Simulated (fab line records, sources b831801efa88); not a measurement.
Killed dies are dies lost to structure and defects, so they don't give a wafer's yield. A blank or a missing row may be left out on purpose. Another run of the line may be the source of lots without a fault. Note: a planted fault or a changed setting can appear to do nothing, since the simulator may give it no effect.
2 desks, one fault + flow gf180mcu + only its own numbers are on each desk; what lay behind them is given at the end

## THE TOOL OWNER'S DESK: lithoTrack-03
The tool's own readings at GF_DUAL_GATE_DEVELOP_10 (develop time 60 s): means of the sampled wafers that have a number, for each lot that ran on this tool. A lot is out of limits, marked OUT, if its mean lies more than 4 standard deviations from the usual mean; the brackets give that distance.
Columns: A = developerTempC at GF_DUAL_GATE_DEVELOP_10, usual 23.03 C
| lot  | first seen here | A     |
|------|-----------------|-------|
| L695 | day 8 07:17     | 23.02 |
| L696 | day 8 12:09     | 22.91 |
| L697 | day 8 23:45     | 22.97 |
| L703 | day 10 12:24    | 22.97 |
| L705 | day 11 06:56    | 23.16 |
| L718 | day 15 01:44    | 23.00 |
Result from this desk: across the 6 lots, nothing is out of limits.

## THE METROLOGY DESK
Lot by lot, what the gauges showed, no matter which tool ran the lot: averages of those sampled wafers that carry a number. A lot is out of limits, marked OUT, if its mean lies more than 4 standard deviations from the usual mean; the brackets give that distance.
Columns: A = cdNm at GF_M5_CD_MEAS_07, usual 279.9 nm; B = cdNm at GF_TOP_METAL_CD_MEAS_14, usual 439.6 nm; C = PASSIVATION_CVD_02_THK at GF_PASSIVATION_THK_MEAS_03, usual 700 nm
| lot  | first seen here | A     | B     | C   |
|------|-----------------|-------|-------|-----|
| L695 | day 26 01:31    | 280.7 | 441.1 | 687 |
| L696 | day 26 09:06    | 278.1 | 439.0 | 708 |
| L697 | day 26 18:56    | 279.7 | 441.9 | 689 |
| L698 | day 27 01:35    | 280.1 | 439.3 | 697 |
| L703 | day 28 15:35    | 281.1 | 439.1 | 702 |
| L704 | day 29 05:17    | 279.9 | 440.9 | 700 |
| L705 | day 29 15:05    | 279.1 | 436.7 | 712 |
| L710 | day 31 04:22    | 278.1 | 439.5 | 711 |
| L711 | day 31 09:46    | 279.2 | 440.6 | 702 |
| L714 | day 32 03:49    | 280.1 | 440.5 | 697 |
| L716 | day 32 13:29    | 281.9 | 439.5 | 709 |
| L715 | day 32 14:20    | 280.5 | 439.0 | 685 |
| L717 | day 32 18:38    | 279.9 | 437.1 | 697 |
| L718 | day 32 20:20    | 280.5 | 437.8 | 699 |
Result from this desk: across the 14 lots, nothing is out of limits.

## PUT TOGETHER
Nothing out of limits was seen by the tool owner's desk.
Metrology desk: nothing out of limits seen.

## WHAT HAD BEEN PUT IN BY THE SIMULATOR
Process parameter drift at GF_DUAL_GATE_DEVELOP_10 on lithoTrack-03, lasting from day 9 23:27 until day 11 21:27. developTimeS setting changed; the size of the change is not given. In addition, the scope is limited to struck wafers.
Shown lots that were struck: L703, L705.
